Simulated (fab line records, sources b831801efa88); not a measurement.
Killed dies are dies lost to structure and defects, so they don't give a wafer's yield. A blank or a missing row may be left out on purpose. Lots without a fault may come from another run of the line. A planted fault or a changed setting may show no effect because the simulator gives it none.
fab line records | flow gf180mcu
record lots=14 wafers=42 last_day=34
route steps=602 shown VT_IMPLANT@127 HV_LDD@195 NSD@247 CONTACT@292
lots that met no fault: from a run of the same line without faults
start_h: hours from the record's first day to the start of the lot's first wafer shown | wait_h: hours since the lot's step before | " the same as in the row above | L1.1+2: a row that stands for several wafers | - no value, or no start given | * or withheld: withheld | < > ~ a bound
route shown NAME@n: a module of which the file shows steps, and the number in the route of the first | usual: mean/standard deviation of fault-free wafers | same: alike in all rows | chamber/n: place in a boat | sites: the reading at each site | _std_site: their standard deviation | _edge_site: outer sites' mean less inner sites' | radius_mm: how far each site lies from the wafer's centre | mask NAME#n: copy n | behind: the tool/chamber that last shaped the wafer | hold: why the lot was held/for how many hours/how that ended | device: the transistor (n, p or np) that didn't switch | end of line: the same wafers' tests at the end of the route | a step without rows: its recipe alone | killed: dies lost to structure and defects at the first sort, not the wafer's yield | map: a wafer's dies, x killed, . not, _ none there
set.NAME: the setting as run; set.NAME@STEP: as run at that earlier step | model.NAME: the simulator's own value behind a step, which no gauge read
steps of the route over a sample of lots; a table a step, a row a wafer
services: from which hour (start_h, from the record's first day; less than 0 if before it) a tool's chamber was out of use, for how many hours, and why
## steps
# step GF_VT_IMPLANT_EXPOSE_37
# recipe mask_id=Nwell_HV_AREA target_cd_nm=860 na=0.6 source_shape=conventional sigma_outer=0.6 dose_mj=140
# usual exposure_dose_mJ_cm2=140.00/0.15 stage_vel_mm_s=500.02/0.24
# same na=0.6
# columns lot.wafer tool chamber start_h wait_h mask exposure_dose_mJ_cm2 stage_vel_mm_s
L239.2 iline_stepper-01 0 148.43 - Nwell_HV_AREA#0 139.91 500.30
L239.3 " 0 " " Nwell_HV_AREA#0 139.81 499.94
L239.5 " 0 " " Nwell_HV_AREA#0 139.90 499.85
L240.1 iline_stepper-01 0 155.56 - Nwell_HV_AREA#0 140.22 500.47
L240.2 " 0 " " Nwell_HV_AREA#0 140.14 500.08
L240.4 " 0 " " Nwell_HV_AREA#0 139.95 500.24
L241.1 iline_stepper-01 0 160.96 - Nwell_HV_AREA#0 139.95 499.47
L241.4 " 0 " " Nwell_HV_AREA#0 140.14 499.39
L241.5 " 0 " " Nwell_HV_AREA#0 139.96 499.67
L243.3 iline_stepper-02 0 176.14 - Nwell_HV_AREA#0 139.97 499.98
L243.4 " 0 " " Nwell_HV_AREA#0 140.01 500.10
L243.5 " 0 " " Nwell_HV_AREA#0 139.94 499.88
L244.2 iline_stepper-01 0 182.08 - Nwell_HV_AREA#0 139.90 499.61
L244.4 " 0 " " Nwell_HV_AREA#0 139.80 500.15
L244.6 " 0 " " Nwell_HV_AREA#0 140.03 499.83
L245.3 iline_stepper-02 0 191.40 - Nwell_HV_AREA#0 140.15 500.26
L245.4 " 0 " " Nwell_HV_AREA#0 139.88 499.78
L245.6 " 0 " " Nwell_HV_AREA#0 139.77 500.28
L246.1 iline_stepper-02 0 194.44 - Nwell_HV_AREA#0 140.19 499.78
L246.3 " 0 " " Nwell_HV_AREA#0 140.02 499.61
L246.4 " 0 " " Nwell_HV_AREA#0 139.82 500.02
L247.3 iline_stepper-02 0 202.73 - Nwell_HV_AREA#0 140.20 500.45
L247.5 " 0 " " Nwell_HV_AREA#0 140.05 500.24
L247.6 " 0 " " Nwell_HV_AREA#0 140.17 500.15
L248.2 iline_stepper-01 0 208.38 - Nwell_HV_AREA#0 139.86 500.17
L248.3 " 0 " " Nwell_HV_AREA#0 139.90 499.89
L248.5 " 0 " " Nwell_HV_AREA#0 140.01 500.26
L249.3 iline_stepper-01 0 214.52 - Nwell_HV_AREA#0 140.08 499.69
L249.4 " 0 " " Nwell_HV_AREA#0 140.09 500.12
L249.6 " 0 " " Nwell_HV_AREA#0 140.02 500.05
L257.1 iline_stepper-01 0 271.34 - Nwell_HV_AREA#0 134.48 500.10
L257.2 " 0 " " Nwell_HV_AREA#0 134.66 500.04
L257.4 " 0 " " Nwell_HV_AREA#0 134.62 500.00
L258.3 iline_stepper-01 0 276.63 - Nwell_HV_AREA#0 134.64 500.24
L258.4 " 0 " " Nwell_HV_AREA#0 134.45 500.10
L258.6 " 0 " " Nwell_HV_AREA#0 134.55 500.17
L260.2 iline_stepper-02 0 293.17 - Nwell_HV_AREA#0 140.04 500.22
L260.4 " 0 " " Nwell_HV_AREA#0 139.92 500.63
L260.6 " 0 " " Nwell_HV_AREA#0 139.95 499.95
L261.1 iline_stepper-02 0 296.20 - Nwell_HV_AREA#0 139.79 499.74
L261.2 " 0 " " Nwell_HV_AREA#0 140.11 500.13
L261.5 " 0 " " Nwell_HV_AREA#0 140.04 499.93
# step GF_HV_LDD_CD_MEAS_19
# recipe target_cd_nm=400
# usual cd_nm=400.5/1.7
# columns lot.wafer tool chamber start_h wait_h cd_nm
L239.2 cd_sem-01 - 233.47 0.1 398.2
L239.3 " - " " 399.9
L239.5 " - " " 399.8
L240.1 cd_sem-01 - 240.49 0.1 399.3
L240.2 " - " " 402.2
L240.4 " - " " 399.8
L241.1 cd_sem-01 - 246.15 0.1 398.5
L241.4 " - " " 400.5
L241.5 " - " " 398.3
L243.3 cd_sem-02 - 266.44 0.1 400.7
L243.4 " - " " 399.3
L243.5 " - " " 400.4
L244.2 cd_sem-01 - 270.22 0.1 399.1
L244.4 " - " " 398.4
L244.6 " - " " 396.5
L245.3 cd_sem-02 - 279.04 0.2 397.7
L245.4 " - " " 400.8
L245.6 " - " " 398.2
L246.1 cd_sem-02 - 291.13 0.1 402.7
L246.3 " - " " 402.1
L246.4 " - " " 402.6
L247.3 cd_sem-02 - 296.82 0.1 403.3
L247.5 " - " " 401.9
L247.6 " - " " 401.5
L248.2 cd_sem-01 - 300.12 0.1 397.5
L248.3 " - " " 398.7
L248.5 " - " " 398.5
L249.3 cd_sem-01 - 309.89 0.1 400.2
L249.4 " - " " 399.8
L249.6 " - " " 399.7
L257.1 cd_sem-01 - 374.33 0.1 399.3
L257.2 " - " " 399.4
L257.4 " - " " 398.6
L258.3 cd_sem-01 - 377.59 0.1 401.5
L258.4 " - " " 399.9
L258.6 " - " " 403.1
L260.2 cd_sem-02 - 398.37 0.2 398.9
L260.4 " - " " 398.9
L260.6 " - " " 400.0
L261.1 cd_sem-02 - 402.40 0.1 400.7
L261.2 " - " " 401.5
L261.5 " - " " 401.3
# step GF_NSD_TW_MEAS_12
# usual NSD_TW=4260/45
# columns lot.wafer tool chamber start_h wait_h NSD_TW
L239.2 film_metro-01 - 295.82 0.1 4245
L239.3 " - " " 4255
L239.5 " - " " 4237
L240.1 film_metro-02 - 302.36 0.1 4328
L240.2 " - " " 4315
L240.4 " - " " 4311
L241.1 film_metro-02 - 310.06 0.1 4343
L241.4 " - " " 4328
L241.5 " - " " 4330
L243.3 film_metro-02 - 332.33 0.1 4312
L243.4 " - " " 4323
L243.5 " - " " 4308
L244.2 film_metro-02 - 337.82 0.1 4300
L244.4 " - " " 4299
L244.6 " - " " 4290
L245.3 film_metro-01 - 346.51 0.1 4208
L245.4 " - " " 4223
L245.6 " - " " 4209
L246.1 film_metro-02 - 359.59 0.1 4288
L246.3 " - " " 4307
L246.4 " - " " 4293
L247.3 film_metro-03 - 363.36 0.1 4281
L247.5 " - " " 4264
L247.6 " - " " 4272
L248.2 film_metro-01 - 368.57 0.1 4193
L248.3 " - " " 4201
L248.5 " - " " 4223
L249.3 film_metro-01 - 377.88 0.1 4228
L249.4 " - " " 4213
L249.6 " - " " 4202
L257.1 film_metro-02 - 449.14 0.1 4290
L257.2 " - " " 4238
L257.4 " - " " 4265
L258.3 film_metro-01 - 452.33 0.1 4248
L258.4 " - " " 4231
L258.6 " - " " 4212
L260.2 film_metro-02 - 474.00 0.1 4315
L260.4 " - " " 4314
L260.6 " - " " 4336
L261.1 film_metro-01 - 480.76 0.1 4217
L261.2 " - " " 4215
L261.5 " - " " 4189
# step GF_CONTACT_BOW_MEAS_05
# recipe mode=bow
# usual CONTACT_BOW=65/6.9
# columns lot.wafer tool chamber start_h wait_h CONTACT_BOW[um]
L239.2 film_metro-04 - 339.69 0.2 59
L239.3 " - " " 70
L239.5 " - " " 69
L240.1 film_metro-03 - 345.36 0.2 63
L240.2 " - " " 57
L240.4 " - " " 58
L241.1 film_metro-04 - 354.15 0.1 56
L241.4 " - " " 50
L241.5 " - " " 59
L243.3 film_metro-04 - 379.08 0.3 61
L243.4 " - " " 56
L243.5 " - " " 62
L244.2 film_metro-03 - 383.80 0.3 51
L244.4 " - " " 48
L244.6 " - " " 63
L245.3 film_metro-04 - 393.37 0.3 73
L245.4 " - " " 61
L245.6 " - " " 65
L246.1 film_metro-03 - 407.20 0.1 69
L246.3 " - " " 65
L246.4 " - " " 75
L247.3 film_metro-03 - 410.97 0.3 58
L247.5 " - " " 55
L247.6 " - " " 54
L248.2 film_metro-03 - 416.18 0.1 79
L248.3 " - " " 71
L248.5 " - " " 70
L249.3 film_metro-03 - 425.77 0.3 72
L249.4 " - " " 60
L249.6 " - " " 49
L257.1 film_metro-04 - 498.31 0.1 57
L257.2 " - " " 62
L257.4 " - " " 46
L258.3 film_metro-04 - 501.91 0.2 69
L258.4 " - " " 74
L258.6 " - " " 73
L260.2 film_metro-02 - 522.96 0.3 71
L260.4 " - " " 63
L260.6 " - " " 57
L261.1 film_metro-02 - 529.21 0.1 63
L261.2 " - " " 63
L261.5 " - " " 68
## services
# columns tool chamber start_h hours kind
iline_stepper-01 0 143.36 - calibration
iline_stepper-02 0 147.85 - calibration
iline_stepper-01 - 166.81 4.3 pm
iline_stepper-02 - 178.26 2.6 repair
iline_stepper-01 - 189.05 1.7 pm
iline_stepper-01 - 228.94 0.9 repair
iline_stepper-02 - 250.95 8.9 pm
## key
first_sign step=GF_VT_IMPLANT_EXPOSE_37 reading=exposure_dose_mJ_cm2 direction=down sigmas=37 usual=140.00 struck=134.57
effect none on later readings
met_at GF_VT_IMPLANT_EXPOSE_37
struck_lots L257,L258
tester_left_out L257,L258
not_acting_at GF_HV_LDD_CD_MEAS_19,GF_NSD_TW_MEAS_12,GF_CONTACT_BOW_MEAS_05
onset_between 214.52 271.34
fault kind=process_parameter_drift tool=iline_stepper-01 chamber=- onset_h=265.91 steps=GF_VT_IMPLANT_EXPOSE_37 channel=dose_mj offset=-5.5262 shape=step acts_in=these_recipes_only stated=140
# tester_left_out: of these lots the tester's yield and bins aren't shown, on N5 and GAA mostly nor the transistor test; their killed dies are dies lost to structure and defects alone, not to doping, threshold or leakage, so they don't give the yield
